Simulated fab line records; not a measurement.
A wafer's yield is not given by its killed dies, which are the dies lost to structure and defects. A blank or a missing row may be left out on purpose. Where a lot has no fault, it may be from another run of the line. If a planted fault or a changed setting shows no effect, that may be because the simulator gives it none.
One fault seen from 2 desks | flow sky130 | each desk holds nothing but its own numbers, with what lay behind them at the end

== FOR THE TOOL OWNER'S DESK: implanter-04 ==
The tool's own readings at SKY_NWELL_IMPLANT_13, given as means over the sampled wafers that have a number, one for each lot that went through this tool. A lot is out of limits, marked OUT, if its mean lies more than 4 standard deviations from the usual mean; the brackets give that distance.
Columns: A = dose ions cm2 at SKY_NWELL_IMPLANT_13, usual 6.998e+11; B = faraday current uA at SKY_NWELL_IMPLANT_13, usual 3.95
lot  | first seen here | A                           | B
L254 | day 6 18:46     | 7.001e+11                   | 3.91
L255 | day 6 21:46     | 6.995e+11                   | 3.95
L259 | day 8 07:31     | 1.291e+12 (+99 or more) OUT | 7.37 (+44) OUT
L261 | day 8 12:11     | 1.292e+12 (+99 or more) OUT | 7.26 (+42) OUT
L265 | day 9 10:01     | 1.290e+12 (+99 or more) OUT | 7.22 (+42) OUT
Finding of this desk: L259, L261, L265 out of limits; the first was L259 at day 8 07:31, on dose ions cm2 at SKY_NWELL_IMPLANT_13. Within limits: L254, L255.

== FROM THE METROLOGY DESK ==
What the gauges read for every lot (on any tool): the sampled wafers with a number, averaged. A lot is out of limits, marked OUT, if its mean lies more than 4 standard deviations from the usual mean; the brackets give that distance.
Columns: A = FIELD_ISO_CVD_24_THK at SKY_FIELD_ISO_THK_MEAS_25, usual 591 nm; B = NWELL_RS at SKY_NWELL_RS_MEAS_29, usual 625.1 ohm/sq; C = cd nm at SKY_VT_ADJUST_HVTP_CD_MEAS_07, usual 379.6 nm
lot  | first seen here | A   | B                | C
L245 | day 2 06:52     | 596 | 627.4            | 383.8
L246 | day 2 12:45     | 584 | 624.9            | 379.6
L248 | day 2 23:57     | 593 | 624.8            | 380.3
L249 | day 3 07:59     | 586 | 624.8            | 377.2
L252 | day 3 21:34     | 583 | 626.0            | 381.6
L254 | day 4 06:55     | 587 | 626.7            | 382.3
L255 | day 4 11:07     | 592 | 627.3            | 374.9
L256 | day 4 16:33     | 585 | 623.4            | 382.3
L259 | day 5 12:38     | 586 | 608.4 (-10) OUT  | 380.2
L261 | day 5 19:35     | 592 | 608.4 (-10) OUT  | 376.6
L265 | day 6 15:19     | 592 | 611.8 (-8.3) OUT | 381.2
L268 | day 7 05:46     | 597 | 624.3            | 378.7
This desk's finding: out of limits on L259, L261, L265; first on L259, day 9 04:08 (NWELL_RS at SKY_NWELL_RS_MEAS_29). Within limits: L245, L246, L248, L249, L252, L254, L255, L256, L268.

== PUT TOGETHER ==
At day 8 07:31, on L259, L261, L265, the tool owner's desk was in a position to raise an alarm.
At day 9 04:08 the metrology desk could have sounded an alarm, on L259, L261, L265.
Of the lots named, all ran SKY_NWELL_IMPLANT_13 on implanter-04.

== WHAT HAD BEEN PUT IN BY THE SIMULATOR ==
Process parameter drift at SKY_NWELL_IMPLANT_13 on implanter-04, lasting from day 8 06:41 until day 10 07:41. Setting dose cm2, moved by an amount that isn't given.
Lots struck among those shown: L259, L261, L265.
Delay (hours) between the fault's onset and each desk's first out-of-limits reading: 1 at the tool owner's desk, 21 at the metrology desk.
